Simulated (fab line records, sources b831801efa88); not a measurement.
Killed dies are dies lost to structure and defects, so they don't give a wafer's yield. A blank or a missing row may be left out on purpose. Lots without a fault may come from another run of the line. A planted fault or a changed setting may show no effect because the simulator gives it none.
fab line records | flow sky130
record lots=6 wafers=18 last_day=50
route steps=708 shown METAL4@598 CAP2M@603 PAD_OPEN@708
lots that met no fault: from a run of the same line without faults
start_h: hours from the record's first day to the start of the lot's first wafer shown | wait_h: hours since the lot's step before | " the same as in the row above | L1.1+2: a row that stands for several wafers | - no value, or no start given | * or withheld: withheld | < > ~ a bound
route shown NAME@n: a module of which the file shows steps, and the number in the route of the first | usual: mean/standard deviation of fault-free wafers | same: alike in all rows | chamber/n: place in a boat | sites: the reading at each site | _std_site: their standard deviation | _edge_site: outer sites' mean less inner sites' | radius_mm: how far each site lies from the wafer's centre | mask NAME#n: copy n | behind: the tool/chamber that last shaped the wafer | hold: why the lot was held/for how many hours/how that ended | device: the transistor (n, p or np) that didn't switch | end of line: the same wafers' tests at the end of the route | a step without rows: its recipe alone | killed: dies lost to structure and defects at the first sort, not the wafer's yield | map: a wafer's dies, x killed, . not, _ none there
set.NAME: the setting as run; set.NAME@STEP: as run at that earlier step | model.NAME: the simulator's own value behind a step, which no gauge read
lots at some steps of the route; a table a step, a row a wafer
services: from which hour (start_h, from the record's first day; less than 0 if before it) a tool's chamber was out of use, for how many hours, and why
## steps
# step SKY_METAL4_SPUTTER_00
# recipe material=Ti target_thk_nm=15 power_w=3000 time_s=10 chamber_pressure_pa=0.4
# usual throttle_valve_pct=30.8/1.3
# columns lot.wafer tool chamber start_h wait_h throttle_valve_pct
L312.2 pvd_sputter-03 - 947.06 0.2 29.0
L312.3 " - " " 30.0
L312.4 " - " " 31.6
L316.2 pvd_sputter-03 - 980.80 0.1 30.0
L316.3 " - " " 32.0
L316.6 " - " " 29.0
L320.1 pvd_sputter-04 - 1058.39 0.1 31.1
L320.5 " - " " 30.6
L320.6 " - " " 30.9
L321.2 pvd_sputter-02 - 1060.64 0.1 31.1
L321.5 " - " " 30.7
L321.6 " - " " 29.6
L329.1 pvd_sputter-03 - 1065.12 0.2 29.5
L329.5 " - " " 32.1
L329.6 " - " " 29.2
L330.2 pvd_sputter-02 - 1066.01 0.1 31.4
L330.4 " - " " 30.8
L330.5 " - " " 31.1
# step SKY_METAL4_SPUTTER_01
# recipe material=TiN target_thk_nm=20 power_w=6752 time_s=16.7 chamber_pressure_pa=0.4
# usual throttle_valve_pct=30.8/1.3
# columns lot.wafer tool chamber start_h wait_h throttle_valve_pct
L312.2 pvd_sputter-03 - 947.08 0.0 29.2
L312.3 " - " " 30.0
L312.4 " - " " 31.8
L316.2 pvd_sputter-03 - 980.82 0.0 30.1
L316.3 " - " " 31.9
L316.6 " - " " 28.9
L320.1 pvd_sputter-04 - 1058.41 0.0 31.4
L320.5 " - " " 30.9
L320.6 " - " " 30.7
L321.2 pvd_sputter-02 - 1060.67 0.0 31.0
L321.5 " - " " 30.7
L321.6 " - " " 29.6
L329.1 pvd_sputter-03 - 1065.15 0.0 29.5
L329.5 " - " " 32.0
L329.6 " - " " 28.9
L330.2 pvd_sputter-02 - 1066.03 0.0 31.3
L330.4 " - " " 30.8
L330.5 " - " " 31.4
# step SKY_METAL4_SPUTTER_02
# recipe material=AlCu target_thk_nm=735 power_w=10600 time_s=39.1 chamber_pressure_pa=0.4
# usual throttle_valve_pct=30.8/1.3
# columns lot.wafer tool chamber start_h wait_h throttle_valve_pct
L312.2 pvd_sputter-03 - 947.11 0.0 29.1
L312.3 " - " " 30.1
L312.4 " - " " 31.9
L316.2 pvd_sputter-03 - 980.85 0.0 30.0
L316.3 " - " " 32.1
L316.6 " - " " 29.0
L320.1 pvd_sputter-04 - 1058.44 0.0 31.3
L320.5 " - " " 30.8
L320.6 " - " " 30.9
L321.2 pvd_sputter-02 - 1060.69 0.0 30.7
L321.5 " - " " 31.0
L321.6 " - " " 30.0
L329.1 pvd_sputter-03 - 1065.17 0.0 29.2
L329.5 " - " " 32.2
L329.6 " - " " 29.1
L330.2 pvd_sputter-02 - 1066.06 0.0 31.6
L330.4 " - " " 31.0
L330.5 " - " " 31.2
# step SKY_METAL4_SPUTTER_03
# recipe material=Ti target_thk_nm=5 power_w=3000 time_s=3.3 chamber_pressure_pa=0.4
# step SKY_METAL4_SPUTTER_04
# recipe material=TiN target_thk_nm=70 power_w=6500 time_s=58.3 chamber_pressure_pa=0.4
# step SKY_CAP2M_CVD_00
# recipe material=SiO2 target_thk_nm=15.5 temp_c=400 time_s=withheld rf_w=450
# usual heater_power_w=755/100 rf_fwd_power_W=440.6/2
# columns lot.wafer tool chamber start_h wait_h heater_power_w rf_fwd_power_W
L312.2 pecvd-01 1 947.21 0.0 769 439.3
L312.3 " 0 " " 785 442.4
L312.4 " 2 " " 980 438.8
L316.2 pecvd-02 1 980.95 0.0 802 438.3
L316.3 " 0 " " 730 445.0
L316.6 " 0 " " 732 444.8
L320.1 pecvd-01 2 1058.54 0.0 956 439.1
L320.5 " 1 " " 756 437.8
L320.6 " 2 " " 980 439.8
L321.2 pecvd-03 0 1060.80 0.0 682 438.0
L321.5 " 0 " " 670 438.5
L321.6 " 2 " " 640 443.0
L329.1 pecvd-01 2 1065.28 0.0 878 439.3
L329.5 " 1 " " 833 438.1
L329.6 " 0 " " 824 440.3
L330.2 pecvd-02 0 1066.16 0.0 829 443.0
L330.4 " 0 " " 812 442.4
L330.5 " 2 " " 746 440.7
# step SKY_CAP2M_THK_MEAS_01
# recipe reads=SiO2_of_CAP2M_CVD_00
# usual CAP2M_CVD_00_THK=15.37/0.21
# columns lot.wafer tool chamber start_h wait_h CAP2M_CVD_00_THK[nm]
L312.2 film_metro-04 - 947.24 - 15.53
L312.3 " - " " 15.22
L312.4 " - " " 15.71
L316.2 film_metro-02 - 980.98 - 15.33
L316.3 " - " " 15.14
L316.6 " - " " 15.44
L320.1 film_metro-04 - 1058.57 - 15.18
L320.5 " - " " 15.43
L320.6 " - " " 15.64
L321.2 film_metro-04 - 1060.83 - 15.21
L321.5 " - " " 15.64
L321.6 " - " " 15.41
L329.1 film_metro-04 - 1065.30 - 15.11
L329.5 " - " " 15.41
L329.6 " - " " 15.27
L330.2 film_metro-04 - 1066.19 - 15.37
L330.4 " - " " 15.49
L330.5 " - " " 15.79
# step SKY_CAP2M_SPUTTER_02
# recipe material=TiN target_thk_nm=200 temp_c=300 power_w=6500 time_s=166.7 chamber_pressure_pa=0.4
# usual throttle_valve_pct=30.5/1.4
# columns lot.wafer tool chamber start_h wait_h throttle_valve_pct
L312.2 pvd_sputter-04 - 947.29 0.0 31.2
L312.3 " - " " 31.5
L312.4 " - " " 30.6
L316.2 pvd_sputter-04 - 981.03 0.0 30.6
L316.3 " - " " 31.0
L316.6 " - " " 30.7
L320.1 pvd_sputter-03 - 1058.63 0.1 32.2
L320.5 " - " " 31.8
L320.6 " - " " 29.3
L321.2 pvd_sputter-03 - 1060.88 0.0 29.1
L321.5 " - " " 28.8
L321.6 " - " " 29.3
L329.1 pvd_sputter-04 - 1065.36 0.1 31.0
L329.5 " - " " 31.4
L329.6 " - " " 30.9
L330.2 pvd_sputter-04 - 1066.24 0.0 31.6
L330.4 " - " " 30.7
L330.5 " - " " 31.3
# step SKY_CAP2M_RS_MEAS_03
# recipe thk_meas_gauge=four-point-probe reads=TiN_of_CAP2M_SPUTTER_02
# usual CAP2M_TIN_RS=6.88/0.069
# columns lot.wafer tool chamber start_h wait_h CAP2M_TIN_RS[ohm/sq]
L312.2 film_metro-03 - 947.42 0.1 6.84
L312.3 " - " " 6.93
L312.4 " - " " 6.84
L316.2 film_metro-02 - 981.16 0.1 6.85
L316.3 " - " " 6.82
L316.6 " - " " 6.82
L320.1 film_metro-04 - 1058.73 0.1 6.97
L320.5 " - " " 6.99
L320.6 " - " " 6.96
L321.2 film_metro-04 - 1061.01 0.1 6.92
L321.5 " - " " 6.94
L321.6 " - " " 7.02
L329.1 film_metro-04 - 1065.47 0.1 6.89
L329.5 " - " " 6.90
L329.6 " - " " 6.92
L330.2 film_metro-04 - 1066.37 0.1 6.88
L330.4 " - " " 6.91
L330.5 " - " " 6.92
# step SKY_CAP2M_THK_MEAS_04
# recipe thk_meas_gauge=xrf reads=TiN_of_CAP2M_SPUTTER_02
# usual CAP2M_TIN_THK=204.2/2.4
# columns lot.wafer tool chamber start_h wait_h CAP2M_TIN_THK[nm]
L312.2 film_metro-03 - 947.53 0.1 204.4
L312.3 " - " " 202.3
L312.4 " - " " 204.3
L316.2 film_metro-02 - 981.27 0.1 202.6
L316.3 " - " " 203.0
L316.6 " - " " 202.4
L320.1 film_metro-04 - 1058.85 0.1 202.1
L320.5 " - " " 202.5
L320.6 " - " " 203.7
L321.2 film_metro-04 - 1061.12 0.1 204.2
L321.5 " - " " 203.5
L321.6 " - " " 200.8
L329.1 film_metro-04 - 1065.59 0.1 204.6
L329.5 " - " " 205.4
L329.6 " - " " 204.1
L330.2 film_metro-04 - 1066.48 0.1 206.7
L330.4 " - " " 205.0
L330.5 " - " " 204.1
# step SKY_CAP2M_DEHYDRATE_05
# recipe temp_c=200 time_s=60
# step SKY_CAP2M_HMDS_06
# recipe prime_time_s=60 prime_temp_c=120
# step SKY_CAP2M_COAT_07
# recipe resist=NOVOLAK spin_rpm=3000 resist_thk_nm=1140
# usual spin_speed_rpm=2999.9/2.1
# columns lot.wafer tool chamber start_h wait_h spin_speed_rpm model.NOVOLAK_of_CAP2M_COAT_07.thk_nm
L312.2 litho_track-03 0 959.35 0.1 3000.1 1138
L312.3 " 0 " " 2997.7 1142
L312.4 " 0 " " 3000.4 1138
L316.2 litho_track-01 0 992.19 0.1 2999.6 1142
L316.3 " 0 " " 3000.2 1141
L316.6 " 0 " " 2997.9 1141
L320.1 litho_track-03 0 1067.63 0.1 2896.9 1161
L320.5 " 0 " " 2900.2 1163
L320.6 " 0 " " 2896.8 1163
L321.2 litho_track-03 0 1070.10 0.1 2898.4 1162
L321.5 " 0 " " 2901.6 1166
L321.6 " 0 " " 2895.1 1162
L329.1 litho_track-02 0 1076.16 0.1 2999.5 1140
L329.5 " 0 " " 3000.0 1141
L329.6 " 0 " " 3001.0 1143
L330.2 litho_track-01 0 1077.74 0.1 3000.0 1146
L330.4 " 0 " " 2997.5 1144
L330.5 " 0 " " 2997.5 1145
# step SKY_CAP2M_SOFTBAKE_08
# recipe temp_c=90 time_s=60 resist=NOVOLAK
# step SKY_CAP2M_EXPOSE_09
# recipe mask_id=CAP2M na=0.6 source_shape=conventional sigma_outer=0.6 polarization=unpolarized target_cd_nm=1000 dose_mj=159
# step SKY_CAP2M_PEB_10
# recipe temp_c=withheld time_s=* resist=NOVOLAK
# step SKY_CAP2M_DEVELOP_11
# recipe resist=NOVOLAK developer=TMAH develop_time_s=60 dev_temp_c=23
# step SKY_CAP2M_OVL_MEAS_12
# usual CAP2M_OVL=0.0/1.4
# columns lot.wafer tool chamber start_h wait_h CAP2M_OVL[nm]
L312.2 overlay-02 - 970.47 0.1 -0.5
L312.3 " - " " -0.6
L312.4 " - " " -0.2
L316.2 overlay-02 - 1003.57 0.1 -0.2
L316.3 " - " " 0.8
L316.6 " - " " -0.2
L320.1 overlay-02 - 1079.51 0.1 -0.7
L320.5 " - " " -0.9
L320.6 " - " " -1.4
L321.2 overlay-01 - 1081.57 0.1 -2.0
L321.5 " - " " -1.7
L321.6 " - " " 0.3
L329.1 overlay-01 - 1085.78 0.1 -0.1
L329.5 " - " " -0.3
L329.6 " - " " 1.2
L330.2 overlay-02 - 1087.07 0.1 0.9
L330.4 " - " " 1.2
L330.5 " - " " 0.1
# step SKY_CAP2M_METAL_ETCH_13
# recipe target_depth_nm=220 stop_on=SiO2 chemistry=Cl2/BCl3 target=TiN pressure_mtorr=10 icp_w=900 bias_w=48.5 Cl2_flow_sccm=60 bcl3_flow_sccm=30 time_s=62.9
# usual bias_w=48.47/0.15 drypump_motor_current_A=5.7/0.3 oes_product_au=0.944/0.0074 rf_fwd_power_W=892/3.3 throttle_valve_pct=21.900/0.009
# columns lot.wafer tool chamber start_h wait_h bias_w drypump_motor_current_A oes_product_au rf_fwd_power_W rf_hours_counter_h throttle_valve_pct model.NOVOLAK_of_CAP2M_COAT_07.thk_nm
L312.2 rie_metal-04 1 970.50 0.0 48.36 5.2 0.943 888 7 21.893 987.8
L312.3 " 1 " " 48.28 5.2 0.944 891 - 21.903 991.2
L312.4 " 0 " " 48.23 6.0 0.951 896 - 21.901 990.4
L316.2 rie_metal-03 1 1003.60 0.0 48.45 5.1 0.943 891 15 21.884 992.1
L316.3 " 1 " " 48.53 5.1 0.953 889 - 21.899 990.4
L316.6 " 0 " " 48.49 6.0 0.949 889 - 21.885 993.8
L320.1 rie_metal-02 0 1079.55 0.0 48.37 5.8 0.937 893 11 21.914 1015
L320.5 " 0 " " 48.24 5.8 0.930 894 - 21.906 1016
L320.6 " 1 " " 48.36 5.7 0.935 892 - 21.905 1017
L321.2 rie_metal-04 1 1081.60 0.0 48.76 5.2 0.942 893 13 21.903 1013
L321.5 " 1 " " 48.55 5.2 0.938 895 - 21.909 1017
L321.6 " 0 " " 48.27 6.0 0.931 890 - 21.899 1017
L329.1 rie_metal-04 1 1085.81 0.0 48.64 5.2 0.948 892 14 21.878 989.6
L329.5 " 1 " " 48.54 5.2 0.943 896 - 21.890 991.5
L329.6 " 0 " " 48.66 6.0 0.940 890 - 21.892 996.9
L330.2 rie_metal-02 0 1087.10 0.0 48.27 5.8 0.944 893 11 21.901 998.5
L330.4 " 0 " " 48.40 5.8 0.940 896 - 21.890 996.3
L330.5 " 0 " " 48.37 5.8 0.936 899 - 21.912 996
# step SKY_CAP2M_STRIP_14
# recipe chemistry=O2/N2 power_w=1400 pressure_mtorr=1500 platen_temp_c=withheld o2_flow_sccm=3000 n2_flow_sccm=300 overash_fraction=0.5
# usual drypump_motor_current_A=5.7/0.42 oes_product_au=0.710/0.0043 strip_time_to_endpoint_s=12.68/0.037
# columns lot.wafer tool chamber start_h wait_h drypump_motor_current_A oes_product_au rf_hours_counter_h strip_time_to_endpoint_s
L312.2 plasma_asher-02 0 970.57 0.1 6.0 0.706 23 12.60
L312.3 " 0 " " 6.0 0.708 - 12.62
L312.4 " 1 " " 5.9 0.710 - 12.64
L316.2 plasma_asher-04 0 1003.68 0.1 5.4 0.715 53 12.65
L316.3 " 1 " " 5.6 0.712 - 12.62
L316.6 " 1 " " 5.6 0.713 - 12.67
L320.1 plasma_asher-01 1 1079.62 0.1 5.3 0.717 1 12.83
L320.5 " 0 " " 6.6 0.717 - 12.86
L320.6 " 1 " " 5.3 0.707 - 12.86
L321.2 plasma_asher-04 0 1081.68 0.1 5.4 0.704 60 12.81
L321.5 " 1 " " 5.7 0.713 - 12.85
L321.6 " 0 " " 5.4 0.723 - 12.87
L329.1 plasma_asher-01 0 1085.89 0.1 6.6 0.712 2 12.60
L329.5 " 1 " " 5.3 0.715 - 12.64
L329.6 " 0 " " 6.6 0.711 - 12.68
L330.2 plasma_asher-01 1 1087.18 0.1 5.3 0.705 2 12.72
L330.4 " 0 " " 6.6 0.714 - 12.69
L330.5 " 0 " " 6.6 0.713 - 12.68
# step SKY_CAP2M_STRIP_15
# recipe chemistry=post_etch_residue_remover time_s=1200 temp_c=72.5
# step SKY_PAD_OPEN_PROBE_99
# usual defect_limited_yield=82.3/2 killed_at_M0_to_M3=44/7.9 killed_at_M4_up=3.1/1.9 killed_at_contacts=24/4.6 killed_at_front_end=16/4.9 killed_at_other=0.3/0.6 killed_dies=87/9.7 killed_open=48/7.2 killed_short=39/5.6 sort_bin_3_pad_short=0.8/0.47 sort_bin_5_function=10.4/1.5 sort_bin_6_memory=6.5/1.1 sort_n_pass=405/9.7 sort_yield_pct=82.3/2
# same gross_dies=492 killed_at_back_side=0 sort_bin_4_leakage[%]=0 sort_bin_8_speed[%]=0
# columns lot.wafer tool chamber start_h wait_h defect_limited_yield[%] killed_at_M0_to_M3 killed_at_M4_up killed_at_contacts killed_at_front_end killed_at_other killed_dies killed_open killed_short sort_bin_3_pad_short[%] sort_bin_5_function[%] sort_bin_6_memory[%] sort_n_pass sort_yield_pct[%]
L320.1 prober-01 - 1180.89 0.1 83.9 41 3 18 17 0 79 40 38 0.8 10.0 5.3 413 83.9
L320.5 prober-01 - 1181.09 0.2 79.7 47 1 34 16 2 100 53 46 1.2 12.0 7.1 392 79.7
L320.6 prober-01 - 1181.14 0.2 81.1 51 1 26 15 0 93 55 38 0.8 11.6 6.5 399 81.1
L321.2 prober-02 - 1184.34 0.1 81.3 43 2 24 23 0 92 50 42 0.8 10.2 7.7 400 81.3
L321.5 prober-02 - 1184.49 0.2 82.9 42 3 20 18 1 84 47 36 0.6 10.0 6.5 408 82.9
L321.6 prober-02 - 1184.54 0.2 85.6 28 2 26 15 0 71 45 26 1.8 7.9 4.7 421 85.6
L329.1 prober-01 - 1189.50 0.1 83.1 49 1 25 8 0 83 44 38 0.4 11.6 4.9 409 83.1
L329.5 prober-01 - 1189.70 0.2 86.6 42 3 16 5 0 66 39 27 0 8.7 4.7 426 86.6
L329.6 prober-01 - 1189.75 0.2 84.3 43 2 23 9 0 77 41 35 1.0 8.5 6.1 415 84.3
# killed by level:class
L320.1 CONTACT:geometric_particle:open=9 FIELD_ISO:geometric_particle:short=8 VIA2:geometric_particle:open=7 VIA1:geometric_particle:open=7 METAL1:geometric_particle:short=5 METAL2:geometric_particle:short=5 POLY_GATE:geometric_particle:open=4 LOCAL_INTERCONNECT:geometric_particle:short=4
L320.5 LI_CONTACT:geometric_particle:open=9 CONTACT:geometric_particle:open=8 VIA2:geometric_particle:open=8 CONTACT:geometric_particle:short=7 FIELD_ISO:geometric_particle:open=6 VIA3:geometric_particle:open=6 VIA1:geometric_particle:open=5 VIA3:geometric_particle:short=5
L320.6 VIA1:geometric_particle:open=13 CONTACT:geometric_particle:open=11 VIA3:geometric_particle:open=10 METAL1:geometric_particle:short=8 LI_CONTACT:geometric_particle:open=7 POLY_GATE:geometric_particle:short=6 METAL2:geometric_particle:short=6 CONTACT:geometric_particle:short=4
L321.2 CONTACT:geometric_particle:open=9 VIA1:geometric_particle:open=7 METAL2:geometric_particle:short=7 FIELD_ISO:geometric_particle:short=6 FIELD_ISO:geometric_particle:open=6 METAL1:geometric_particle:short=6 VIA1:geometric_particle:short=6 POLY_GATE:geometric_particle:open=5
L321.5 VIA1:geometric_particle:open=13 CONTACT:geometric_particle:open=7 LI_CONTACT:geometric_particle:open=6 VIA3:geometric_particle:open=5 CONTACT:geometric_particle:short=4 METAL3:geometric_particle:short=4 METAL2:geometric_particle:short=4 VIA2:geometric_particle:open=4
L321.6 CONTACT:geometric_particle:open=9 METAL1:geometric_particle:short=8 FIELD_ISO:geometric_particle:open=6 POLY_GATE:geometric_particle:open=6 LI_CONTACT:geometric_particle:open=6 VIA3:geometric_particle:open=6 VIA1:geometric_particle:open=6 FIELD_ISO:geometric_particle:short=3
L329.1 VIA1:geometric_particle:open=17 VIA1:geometric_particle:short=11 CONTACT:geometric_particle:open=9 VIA2:geometric_particle:open=7 LI_CONTACT:geometric_particle:open=5 CONTACT:geometric_particle:short=5 LI_CONTACT:geometric_particle:short=4 FIELD_ISO:geometric_particle:short=3
L329.5 VIA1:geometric_particle:open=11 VIA2:geometric_particle:open=10 VIA1:geometric_particle:short=5 LI_CONTACT:geometric_particle:short=4 LI_CONTACT:geometric_particle:open=4 METAL1:geometric_particle:short=4 VIA3:geometric_particle:open=4 CONTACT:geometric_particle:open=3
L329.6 VIA1:geometric_particle:open=12 VIA2:geometric_particle:open=10 LOCAL_INTERCONNECT:geometric_particle:short=6 LI_CONTACT:geometric_particle:open=5 CONTACT:geometric_particle:short=5 VIA2:geometric_particle:short=5 LI_CONTACT:geometric_particle:short=4 VIA1:geometric_particle:short=4
## services
# columns tool chamber start_h hours kind
pvd_sputter-03 - 938.09 2.0 repair
pvd_sputter-02 - 939.64 4.4 repair
pvd_sputter-02 0 958.13 - consumable_replace:kit
plasma_asher-04 - 958.72 2.8 pm
pvd_sputter-04 1 960.41 - consumable_replace:kit
pvd_sputter-04 1 960.41 18.0 scheduled_down
pvd_sputter-04 1 960.41 18.0 vent_cycle
rie_metal-03 1 966.74 4.3 repair
plasma_asher-02 - 967.79 1.1 repair
pecvd-02 2 987.65 11.0 repair
pecvd-03 - 994.34 1.3 repair
plasma_asher-04 - 1025.55 13.9 repair
pecvd-01 - 1026.37 2.8 pm
pecvd-02 - 1041.13 2.1 repair
pecvd-03 - 1041.59 6.0 pm
pvd_sputter-03 - 1045.62 1.6 repair
pvd_sputter-03 3 1049.14 - consumable_replace:kit
pvd_sputter-03 3 1049.14 18.0 scheduled_down
pvd_sputter-03 3 1049.14 18.0 vent_cycle
pecvd-03 - 1054.70 2.8 pm
plasma_asher-01 - 1055.25 9.0 pm
rie_metal-04 1 1060.41 4.8 repair
pecvd-03 2 1065.99 5.5 repair
rie_metal-03 0 1075.29 3.3 repair
## key
first_sign step=SKY_CAP2M_COAT_07 reading=spin_speed_rpm direction=down sigmas=49 usual=2999.9 struck=2898.2
effect step=SKY_CAP2M_STRIP_14 reading=strip_time_to_endpoint_s direction=up sigmas=4.6 usual=* struck=*
model_effect step=SKY_CAP2M_COAT_07 value=NOVOLAK_of_CAP2M_COAT_07.thk_nm without=1142 struck=1163
model_effect step=SKY_CAP2M_METAL_ETCH_13 value=NOVOLAK_of_CAP2M_COAT_07.thk_nm without=995.7 struck=1016
met_at SKY_CAP2M_COAT_07
struck_wafers L320.1,L320.5,L320.6,L321.2,L321.5,L321.6
onset_between 959.35 1067.63
fault kind=process_parameter_drift tool=litho_track-03 chamber=- onset_h=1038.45 steps=SKY_CAP2M_COAT_07 channel=spin_rpm offset=-102.97 shape=step end_h=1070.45 acts_in=these_recipes_only stated=3000
